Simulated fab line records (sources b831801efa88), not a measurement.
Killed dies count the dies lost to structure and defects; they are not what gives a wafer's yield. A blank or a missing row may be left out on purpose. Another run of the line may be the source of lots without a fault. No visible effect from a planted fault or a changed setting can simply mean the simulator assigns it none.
Chamber matching + flow gf180mcu + GF_STI_ETCH_14 on rie_si-01: 4 sister chambers
The step etches Si in HBr/Cl2/O2, target depth 360 nm, time 102.9 s. 4 wafers are shown with their chamber, then 7 later ones without.

## WAFERS WITH THEIR CHAMBER
| wafer  | chamber | drypump_motor_current_A (A) |
|--------|---------|-----------------------------|
| L825.4 | 3       | 5.9                         |
| L825.5 | 1       | 5.6                         |
| L839.1 | 2       | 5.2                         |
| L839.2 | 0       | 4.9                         |

## WAFERS MISSING THEIR CHAMBER
| wafer  | drypump_motor_current_A (A) |
|--------|-----------------------------|
| L839.6 | 5.9                         |
| L843.2 | 5.6                         |
| L843.3 | 5.3                         |
| L843.6 | 5.8                         |
| L845.1 | 5.9                         |
| L845.4 | 5.2                         |
| L845.5 | 5.6                         |

## EACH ONE'S CHAMBER
| wafer  | from the rows above     | in truth |
|--------|-------------------------|----------|
| L839.6 | 3                       | 3        |
| L843.2 | 1                       | 1        |
| L843.3 | 2                       | 2        |
| L843.6 | can't be placed: 3 or 1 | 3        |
| L845.1 | 3                       | 3        |
| L845.4 | 2                       | 2        |
| L845.5 | 1                       | 1        |
Correctly placed: 6 of 7. Can't be placed from these rows: 1 (the true chamber is among the candidates in 1). Wrongly placed: 0.
How it was worked out, from the rows above alone: a wafer's distance from a chamber is the root of the sum, over the readings, of the square of ((its reading less the chamber's mean) divided by the reading's scatter). If the next closest chamber is less than 2 further off than the closest, the wafer can't be placed; otherwise it belongs to the closest. The mean given for a chamber averages the wafers shown for that chamber. The scatter: with one shown wafer a chamber, the root of the mean of the squares of how far each hidden wafer lies from its nearest shown one.
